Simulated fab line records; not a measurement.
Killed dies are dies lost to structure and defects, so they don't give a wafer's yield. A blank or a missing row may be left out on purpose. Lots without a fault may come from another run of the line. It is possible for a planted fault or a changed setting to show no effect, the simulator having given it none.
Code-filled problem report in 8D (eight disciplines) form    flow sky130    the parts of the form that need people (team, actions taken, sign-off) are left out

## 1. WHAT IS WRONG
oes_product_au at SKY_METAL3_METAL_ETCH_18 reads a mean of 0.583 a.u. on 2 wafers of 1 lot; wafers without a fault read 0.865 a.u. with a standard deviation of 0.0057. Relative to the usual mean, that is a shift of -49 standard deviations.
The step: etches the open film in Cl2/BCl3, stops on SiO2, target depth 845 nm, time 183.1 s.
First seen on wafer L730.1, day 39 23:50, on rie_metal-04. At this step, 36 wafers from 12 lots have a number in the record. By rule, "out" or "out of limits" means more than 4 standard deviations away from the usual mean. All remaining wafers that have a number are taken as sound.

## 2. WHAT IT IS, AND WHAT IT ISN'T
question                     is                 is not
which readings at this step  oes_product_au     drypump_motor_current_A, throttle_valve_pct
which lots                   L730               L728, L729, L731, L742, L743, L744, L745, L746, L747, L749, L750
which wafers of those lots   L730.1, L730.4     L730.6
read on which tools          rie_metal-04       rie_metal-01, rie_metal-03
when                         from day 39 23:50  up to then (10 sound wafers); but 24 sound wafers of L742, L743, L744, L745, L746, L747, L749, L750 came after

## 3. WHAT RULES OUT EACH SUSPECT
Counting: any tool at a process step up to the reading remains a suspect provided it ran every lot that is out. Sound lots after the first of them don't rule it out here, since some wafers of a struck lot are sound.
- rie_metal-03 at SKY_METAL2_DESCUM_17 (chemistry O2, time 8 s): kept. It ran the lot that is out, L730 (day 36 16:23).
- pvd_sputter-03 at SKY_METAL3_SPUTTER_02 (material AlCu, target thk 735 nm, time 39.1 s): kept. The lot that is out, L730, ran on it at day 37 20:35; the last sound lot it ran before that was L731, at day 37 20:01.
- pvd_sputter-03 at SKY_METAL3_SPUTTER_03 (material Ti, target thk 5 nm, time 3.3 s): kept. The lot that is out, L730, ran on it at day 37 20:37; the last sound lot it ran before that was L731, at day 37 20:03.
- rie_metal-04 at SKY_METAL3_METAL_ETCH_18 (etches the open film in Cl2/BCl3, stops on SiO2, target depth 845 nm, time 183.1 s): kept. It ran the lot that is out, L730 (day 39 23:50). On those wafers its own readings are out: oes_product_au.
- Within rie_metal-04 at SKY_METAL3_METAL_ETCH_18: the wafers that are out ran in chamber 1; their sound lot-mates ran in chamber 0.
Left after counting: rie_metal-03 at SKY_METAL2_DESCUM_17, pvd_sputter-03 at SKY_METAL3_SPUTTER_02, pvd_sputter-03 at SKY_METAL3_SPUTTER_03, rie_metal-04 at SKY_METAL3_METAL_ETCH_18.

## 4. THE CAUSE (what the simulator had put in)
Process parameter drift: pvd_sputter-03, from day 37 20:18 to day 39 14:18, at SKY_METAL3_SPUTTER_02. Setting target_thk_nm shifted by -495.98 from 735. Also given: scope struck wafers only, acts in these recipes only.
This tool is one of the 4 suspects left after counting.

## 5. THE CHAIN OF EFFECTS, in route order
Each row: a reading whose mean over the struck wafers that have a number lies more than 3 standard deviations from the usual. Scope: only readings with a usual standard deviation given in the record; hours: median across lots of the time from each lot's start at the first step in this table that gives one to its start at this step; sigmas: change in usual standard deviations.
hours  step                      reading         usual       on struck wafers  change  sigmas
0      SKY_METAL3_METAL_ETCH_18  oes_product_au  0.865 a.u.  0.583             -0.282  -49
It contains these process steps:
- SKY_METAL3_METAL_ETCH_18: etches the open film in Cl2/BCl3, stops on SiO2, target depth 845 nm, time 183.1 s.

## 6. HOW IT WOULD HAVE BEEN CAUGHT EARLIER
In this record no reading fell out of limits until day 39 23:50, 52 hours after the fault had begun at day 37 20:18.
Tool readings at SKY_METAL3_SPUTTER_02 with a usual standard deviation given in the record: none out on any struck wafer, hence no alarm at a limit of 4 standard deviations on them.
Lots out: 1; all had begun SKY_METAL3_SPUTTER_02 on pvd_sputter-03 by day 39 23:50. None of them would have been spared by holding the tool at that moment.
